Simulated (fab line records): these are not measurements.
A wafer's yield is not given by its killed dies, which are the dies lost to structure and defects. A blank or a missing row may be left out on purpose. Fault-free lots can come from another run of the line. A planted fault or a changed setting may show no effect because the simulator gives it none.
fab line records | flow sky130 | part 2 of 2: steps 35 to 35 of 35
record lots=7 | wafers=21 | lastDay=50
route steps=708 shown SD_P@327 RES_XHIGH@332 SD_N@342 SALICIDE@361 PAD_OPEN@708
lots with no fault: from the same line, run without faults
startH: hours from the record's opening day to when the first of the lot's shown wafers began | waitH: time in hours since the lot's previous step | " repeats the value in the row above | L1.1+2: several wafers, shown together as one row | - no value present, or no start provided | * or withheld: withheld | < > ~ a bound
route shown NAME@n: NAME is a module with steps in the file, n the number in the route of the first one | usual: mean/standard deviation of fault-free wafers | same: alike in all rows | chamber/n: place in a boat | sites: the reading at each site | _std_site: standard deviation across them | _edge_site: the outer-site mean with the inner-site mean subtracted | radiusMm: how far each site lies from the wafer's centre | mask NAME#n: copy n | behind: the tool/chamber that last shaped the wafer | hold: cause of the lot's hold/its duration in hours/its outcome | device: names the non-switching transistor (n, p or np) | end of line: tests run on the same wafers once the route is complete | a step given without rows: its recipe and nothing more | killed: the dies lost at the first sort to structure and to defects; this is not the yield of the wafer | map: shows each die of a wafer: x if killed, . if not, _ if none is there
set.NAME: the run value of the setting; set.NAME@STEP: its run value at that earlier step | model.NAME: the simulator's own value behind a step, which no gauge read
lots seen at some steps along the route; tables by step, rows by wafer
services: when a tool's chamber went out of use (startH, in hours from the record's first day, below 0 if earlier), for how many hours, and the reason
## steps
# step SKY_PAD_OPEN_PROBE_99
# usual killed_at_M0_to_M3=45/7.2 | killed_at_M4_up=3.0/1.8 | killedAtContacts=25/6.1 | killedAtFrontEnd=14/4.4 | killedAtOther=0.2/0.44 | killedDies=88/10 | killedOnRim=17/3.5 | killedOpen=48/7.4 | killedShort=40/6.3
# same grossDies=492 | killedAtBackSide=0
lot.wafer | tool      | chamber | startH  | waitH | killed_at_M0_to_M3 | killed_at_M4_up | killedAtContacts | killedAtFrontEnd | killedAtOther | killedDies | killedOnRim | killedOpen | killedShort | model.etest.resXhighPo.lineOhmUm | model.etest.resXhighPo.rsOhmSq | model.etest.resXhighPo.rsOhmSqRange | model.etest.resXhighPo.rsOhmSqRimLessCentre
L709.1    | prober-01 | -       | 1088.32 | 0.1   | 58                 | 3               | 21               | 7                | 0             | 89         | 12          | 46         | 43          | 5953                             | 2044                           | 56.02                               | -43.19
L709.3    | prober-01 | -       | 1088.42 | 0.2   | 51                 | 0               | 24               | 7                | 0             | 82         | 15          | 37         | 45          | 5751                             | 2035                           | 36.86                               | -9.55
L709.6    | prober-01 | -       | 1088.57 | 0.2   | 56                 | 6               | 26               | 12               | 2             | 102        | 20          | 50         | 52          | 5863                             | 2049                           | 52.33                               | -27.4
L712.1    | prober-02 | -       | 1114.66 | 0.1   | 52                 | 4               | 27               | 8                | 0             | 91         | 20          | 51         | 40          | 5699                             | 1991                           | 99.94                               | 87.02
L712.4    | prober-02 | -       | 1114.81 | 0.2   | 52                 | 1               | 25               | 9                | 0             | 87         | 15          | 50         | 37          | 5730                             | 2008                           | 96.55                               | 87.18
L712.5    | prober-02 | -       | 1114.86 | 0.2   | 36                 | 2               | 30               | 16               | 0             | 84         | 20          | 52         | 32          | 5409                             | 1889                           | 101.2                               | 82.43
L713.2    | prober-01 | -       | 1120.07 | 0.1   | 38                 | 5               | 26               | 17               | 1             | 87         | 17          | 41         | 46          | 5671                             | 2006                           | 30.28                               | 0.9674
L713.3    | prober-01 | -       | 1120.12 | 0.2   | 45                 | 4               | 21               | 11               | 0             | 81         | 15          | 42         | 39          | 5808                             | 2012                           | 28.6                                | 1.456
L713.6    | prober-01 | -       | 1120.27 | 0.2   | 27                 | 4               | 26               | 15               | 0             | 72         | 18          | 36         | 36          | 5884                             | 2081                           | 29.51                               | -16.67
L717.3    | prober-01 | -       | 1137.38 | 0.2   | 50                 | 1               | 15               | 18               | 0             | 84         | 19          | 51         | 33          | 1820                             | 645.3                          | 14.18                               | -2.708
L717.4    | prober-01 | -       | 1137.43 | 0.2   | 44                 | 3               | 16               | 11               | 0             | 74         | 15          | 38         | 36          | 1816                             | 638                            | 9.922                               | 5.12
L717.6    | prober-01 | -       | 1137.53 | 0.2   | 49                 | 8               | 31               | 15               | 0             | 103        | 18          | 53         | 50          | 1902                             | 663.5                          | 8.544                               | 1.734
L718.2    | prober-02 | -       | 1140.63 | 0.1   | 36                 | 1               | 26               | 15               | 0             | 78         | 16          | 36         | 42          | 1765                             | 626.2                          | 36.52                               | 32.4
L718.4    | prober-02 | -       | 1140.73 | 0.2   | 48                 | 0               | 23               | 13               | 0             | 84         | 18          | 43         | 41          | 1887                             | 671.6                          | 35.18                               | 33.33
L718.5    | prober-02 | -       | 1140.78 | 0.2   | 49                 | 2               | 24               | 16               | 0             | 91         | 16          | 44         | 47          | 1752                             | 629.2                          | 34.67                               | 30.89
L720.2    | prober-02 | -       | 1152.86 | 0.1   | 45                 | 5               | 22               | 14               | 0             | 86         | 15          | 49         | 37          | 1859                             | 663.9                          | 76.09                               | 73.04
L720.5    | prober-02 | -       | 1153.01 | 0.2   | 36                 | 2               | 33               | 18               | 0             | 89         | 18          | 49         | 40          | 1817                             | 649.6                          | 80.27                               | 73.15
L720.6    | prober-02 | -       | 1153.06 | 0.2   | 42                 | 2               | 37               | 20               | 0             | 101        | 20          | 59         | 42          | 1838                             | 636.3                          | 72.67                               | 66.41
L729.1    | prober-01 | -       | 1193.18 | 0.1   | 43                 | 5               | 30               | 20               | 0             | 98         | 17          | 49         | 49          | 5741                             | 2008                           | 105.9                               | 91.17
L729.3    | prober-01 | -       | 1193.28 | 0.2   | 43                 | 2               | 25               | 11               | 0             | 81         | 19          | 46         | 35          | 5799                             | 2026                           | 102.3                               | 96.56
L729.6    | prober-01 | -       | 1193.43 | 0.2   | 47                 | 3               | 27               | 14               | 1             | 92         | 19          | 59         | 33          | 5881                             | 2106                           | 86.92                               | 78.3
# killed by level:class
L709.1 VIA1:geometricParticle:open=12 METAL2:geometricParticle:short=9 CONTACT:geometricParticle:open=8 VIA2:geometricParticle:open=8 VIA3:geometricParticle:open=7 VIA1:geometricParticle:short=6 VIA2:geometricParticle:short=6 LI_CONTACT:geometricParticle:open=4
L709.3 METAL2:geometricParticle:short=10 VIA1:geometricParticle:open=9 CONTACT:geometricParticle:open=8 LI_CONTACT:geometricParticle:open=7 VIA1:geometricParticle:short=7 METAL1:geometricParticle:short=6 VIA2:geometricParticle:open=5 CONTACT:geometricParticle:short=4
L709.6 VIA1:geometricParticle:open=14 VIA1:geometricParticle:short=10 CONTACT:geometricParticle:open=9 VIA3:geometricParticle:open=8 LOCAL_INTERCONNECT:geometricParticle:short=6 VIA2:geometricParticle:open=6 METAL1:geometricParticle:short=5 CONTACT:geometricParticle:short=5
L712.1 CONTACT:geometricParticle:open=17 VIA3:geometricParticle:open=10 METAL1:geometricParticle:short=9 VIA1:geometricParticle:short=6 VIA1:geometricParticle:open=6 VIA2:geometricParticle:open=5 LI_CONTACT:geometricParticle:open=5 METAL2:geometricParticle:short=5
L712.4 VIA1:geometricParticle:open=19 LI_CONTACT:geometricParticle:open=10 VIA2:geometricParticle:open=7 METAL2:geometricParticle:short=7 CONTACT:geometricParticle:short=6 METAL1:geometricParticle:short=5 LOCAL_INTERCONNECT:geometricParticle:short=4 CONTACT:geometricParticle:open=4
L712.5 LI_CONTACT:geometricParticle:open=12 CONTACT:geometricParticle:open=11 VIA3:geometricParticle:open=9 VIA1:geometricParticle:open=6 FIELD_ISO:geometricParticle:open=5 LOCAL_INTERCONNECT:geometricParticle:short=4 METAL2:geometricParticle:short=4 METAL3:geometricParticle:short=4
L713.2 CONTACT:geometricParticle:short=9 METAL1:geometricParticle:short=9 VIA3:geometricParticle:open=9 LI_CONTACT:geometricParticle:open=6 VIA2:geometricParticle:open=6 FIELD_ISO:geometricParticle:short=5 FIELD_ISO:geometricParticle:open=5 LI_CONTACT:geometricParticle:short=5
L713.3 VIA2:geometricParticle:open=10 LI_CONTACT:geometricParticle:open=9 VIA1:geometricParticle:open=7 METAL1:geometricParticle:short=7 CONTACT:geometricParticle:open=5 VIA3:geometricParticle:open=5 SPACER:geometricParticle:short=4 METAL2:geometricParticle:short=4
L713.6 VIA2:geometricParticle:open=8 LOCAL_INTERCONNECT:geometricParticle:short=7 CONTACT:geometricParticle:short=6 FIELD_ISO:geometricParticle:open=5 LI_CONTACT:geometricParticle:open=5 POLY_GATE:geometricParticle:open=4 CONTACT:geometricParticle:open=4 VIA1:geometricParticle:short=4
L717.3 VIA1:geometricParticle:open=19 VIA1:geometricParticle:short=8 VIA3:geometricParticle:open=6 CONTACT:geometricParticle:open=6 METAL2:geometricParticle:short=5 POLY_GATE:geometricParticle:short=4 POLY_GATE:geometricParticle:open=4 LI_CONTACT:geometricParticle:open=4
L717.4 VIA1:geometricParticle:open=11 VIA2:geometricParticle:open=7 METAL1:geometricParticle:short=7 LOCAL_INTERCONNECT:geometricParticle:short=5 CONTACT:geometricParticle:open=5 CONTACT:geometricParticle:short=4 METAL2:geometricParticle:short=4 VIA3:geometricParticle:open=4
L717.6 VIA1:geometricParticle:open=15 CONTACT:geometricParticle:open=12 VIA2:geometricParticle:open=8 VIA1:geometricParticle:short=7 POLY_GATE:geometricParticle:short=6 LOCAL_INTERCONNECT:geometricParticle:short=6 METAL2:geometricParticle:short=6 METAL4:geometricParticle:short=6
L718.2 CONTACT:geometricParticle:open=9 VIA1:geometricParticle:open=8 POLY_GATE:geometricParticle:short=7 LOCAL_INTERCONNECT:geometricParticle:short=6 CONTACT:geometricParticle:short=6 METAL1:geometricParticle:short=5 LI_CONTACT:geometricParticle:open=4 VIA2:geometricParticle:open=4
L718.4 CONTACT:geometricParticle:open=9 VIA1:geometricParticle:open=9 VIA1:geometricParticle:short=8 VIA2:geometricParticle:open=8 LOCAL_INTERCONNECT:geometricParticle:short=6 FIELD_ISO:geometricParticle:short=5 VIA3:geometricParticle:open=5 POLY_GATE:geometricParticle:short=4
L718.5 VIA1:geometricParticle:open=10 CONTACT:geometricParticle:open=9 VIA3:geometricParticle:short=7 METAL1:geometricParticle:short=7 VIA2:geometricParticle:open=6 FIELD_ISO:geometricParticle:open=5 VIA2:geometricParticle:short=5 POLY_GATE:geometricParticle:short=4
L720.2 VIA1:geometricParticle:open=10 LI_CONTACT:geometricParticle:open=9 VIA1:geometricParticle:short=7 VIA2:geometricParticle:open=7 CONTACT:geometricParticle:open=6 VIA3:geometricParticle:open=6 METAL4:geometricParticle:short=5 FIELD_ISO:geometricParticle:open=4
L720.5 CONTACT:geometricParticle:open=13 FIELD_ISO:geometricParticle:open=8 VIA3:geometricParticle:open=7 FIELD_ISO:geometricParticle:short=6 LOCAL_INTERCONNECT:geometricParticle:short=6 LI_CONTACT:geometricParticle:open=5 CONTACT:geometricParticle:short=5 VIA2:geometricParticle:open=5
L720.6 CONTACT:geometricParticle:open=15 VIA1:geometricParticle:open=12 LI_CONTACT:geometricParticle:open=11 FIELD_ISO:geometricParticle:open=8 METAL1:geometricParticle:short=6 CONTACT:geometricParticle:short=6 VIA3:geometricParticle:open=6 LOCAL_INTERCONNECT:geometricParticle:short=5
L729.1 VIA1:geometricParticle:open=10 CONTACT:geometricParticle:open=8 FIELD_ISO:geometricParticle:open=7 VIA3:geometricParticle:open=7 LOCAL_INTERCONNECT:geometricParticle:short=6 LI_CONTACT:geometricParticle:open=6 CONTACT:geometricParticle:short=6 VIA3:geometricParticle:short=6
L729.3 VIA1:geometricParticle:open=12 CONTACT:geometricParticle:open=11 METAL1:geometricParticle:short=9 VIA2:geometricParticle:open=6 FIELD_ISO:geometricParticle:open=5 LI_CONTACT:geometricParticle:open=5 VIA1:geometricParticle:short=5 POLY_GATE:geometricParticle:short=4
L729.6 CONTACT:geometricParticle:open=11 LI_CONTACT:geometricParticle:open=9 VIA1:geometricParticle:open=9 METAL1:geometricParticle:short=8 VIA2:geometricParticle:open=8 VIA3:geometricParticle:open=6 METAL2:geometricParticle:short=6 FIELD_ISO:geometricParticle:open=5
## services
tool           | chamber | startH | hours | kind
plasmaAsher-04 | -       | 640.21 | 1.2   | repair
plasmaAsher-04 | -       | 641.40 | 2.8   | pm
implanter-01   | -       | 654.81 | 5.5   | pm
rtpAnneal-02   | -       | 655.01 | 5.1   | pm
implanter-03   | -       | 680.02 | 1.8   | repair
plasmaAsher-03 | -       | 719.81 | 0.5   | repair
plasmaAsher-03 | -       | 724.72 | 9.7   | repair
plasmaAsher-02 | -       | 733.75 | 9.0   | pm
plasmaAsher-02 | 0       | 733.75 | 9.0   | ventCycle
plasmaAsher-02 | 1       | 733.75 | 9.0   | ventCycle
plasmaAsher-02 | 0       | 742.75 | -     | clean
plasmaAsher-02 | 1       | 742.75 | -     | clean
implanter-03   | -       | 752.46 | 6.2   | pm
plasmaAsher-01 | -       | 758.28 | 3.2   | repair
plasmaAsher-02 | -       | 812.97 | 2.8   | pm
## key
firstSign step=SKY_RES_XHIGH_IMPLANT_07 | reading=visit | direction=added
effect step=SKY_RES_XHIGH_STRIP_08 | reading=stripTimeToEndpointS | direction=up | sigmas=22 | usual=* | struck=*
effect step=SKY_RES_XHIGH_TW_MEAS_09 | reading=RES_XHIGH_TW | direction=up | sigmas=39 | usual=1636 | struck=2012
effect step=SKY_SD_N_RS_MEAS_18 | reading=RES_XHIGH_RS | direction=down | sigmas=97 | usual=333.2 | struck=204.1
modelEffect step=SKY_PAD_OPEN_PROBE_99 | value=etest.resXhighPo.lineOhmUm | without=5512 | struck=1828
metAt SKY_RES_XHIGH_IMPLANT_07
struckWafers L717.3,L717.4,L717.6,L718.2,L718.4,L718.5,L720.2,L720.5,L720.6
testerLeftOut L717,L718,L720
fault kind=repeatedStepWhole | tool=implanter-01,implanter-03,implanter-04 | chamber=- | onsetH=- | steps=SKY_RES_XHIGH_IMPLANT_07 | times=1 | scope=struckLotsOnly
# testerLeftOut: of these lots the tester's yield and bins aren't shown, on N5 and GAA mostly nor the transistor test; their killed dies are dies lost to structure and defects alone, not to doping, threshold or leakage, so they don't give the yield
